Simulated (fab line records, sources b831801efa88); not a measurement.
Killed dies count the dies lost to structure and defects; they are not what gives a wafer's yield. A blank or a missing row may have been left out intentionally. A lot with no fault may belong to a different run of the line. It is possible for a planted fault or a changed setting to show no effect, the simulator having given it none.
One fault seen from 2 desks + flow sky130 + what lay behind the numbers comes last; until then each desk has only its own

## AT THE METROLOGY DESK
What the gauges read, lot by lot, whatever tool the lot ran on: means of the sampled wafers that have a number. A lot is out of limits, marked OUT, if its mean lies more than 4 standard deviations from the usual mean; the brackets give that distance.
Columns: A = cd_nm at SKY_CONTACT_CD_MEAS_14, usual 169.9 nm; B = CONTACT_OVL at SKY_CONTACT_OVL_MEAS_15, usual 0 nm
| lot  | first seen here | A     | B  |
|------|-----------------|-------|----|
| L799 | day 32 13:30    | 172.7 | -3 |
| L801 | day 33 05:08    | 170.4 | 11 |
| L813 | day 37 14:14    | 168.3 | -7 |
| L815 | day 37 16:00    | 170.7 | 2  |
| L817 | day 39 08:37    | 169.6 | -9 |
| L819 | day 39 10:07    | 167.7 | -3 |
Result from this desk: across the 6 lots, nothing is out of limits.

## FOR THE TOOL OWNER'S DESK: pvd_sputter-01
At SKY_CONTACT_SPUTTER_23 (material TiN, target thk 20 nm, time 80 s) the tool's own readings: per lot run on this tool, the mean of the sampled wafers that have a number. A lot is out of limits, marked OUT, if its mean lies more than 4 standard deviations from the usual mean; the brackets give that distance.
Columns: A = cathode_dc_power_W at SKY_CONTACT_SPUTTER_23, usual 4000.0 W; B = throttle_valve_pct at SKY_CONTACT_SPUTTER_23, usual 30.7 %
| lot  | first seen here | A                        | B    |
|------|-----------------|--------------------------|------|
| L799 | day 32 14:23    | 4000.1                   | 31.4 |
| L813 | day 37 15:07    | 4293.3 (+99 or more) OUT | 30.5 |
| L815 | day 37 16:56    | 4293.6 (+99 or more) OUT | 31.6 |
This desk's verdict: out of limits on L813, L815, starting with L813 at day 37 15:07 (cathode_dc_power_W at SKY_CONTACT_SPUTTER_23). L799: within limits.

## PUT TOGETHER
At day 37 15:07, on L813, L815, the tool owner's desk was in a position to raise an alarm.
At the metrology desk, nothing out of limits was observed.
The metrology desk has L813, L815 on record, within its limits.
Of the lots named, all ran SKY_CONTACT_SPUTTER_23 on pvd_sputter-01.

## WHAT WAS PUT IN BY THE SIMULATOR
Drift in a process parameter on pvd_sputter-01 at SKY_CONTACT_SPUTTER_23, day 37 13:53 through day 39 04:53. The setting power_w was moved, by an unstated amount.
Lots struck among those shown: L813, L815.
Delay in hours, fault start to first out-of-limits reading, by desk: the tool owner's desk at 1.
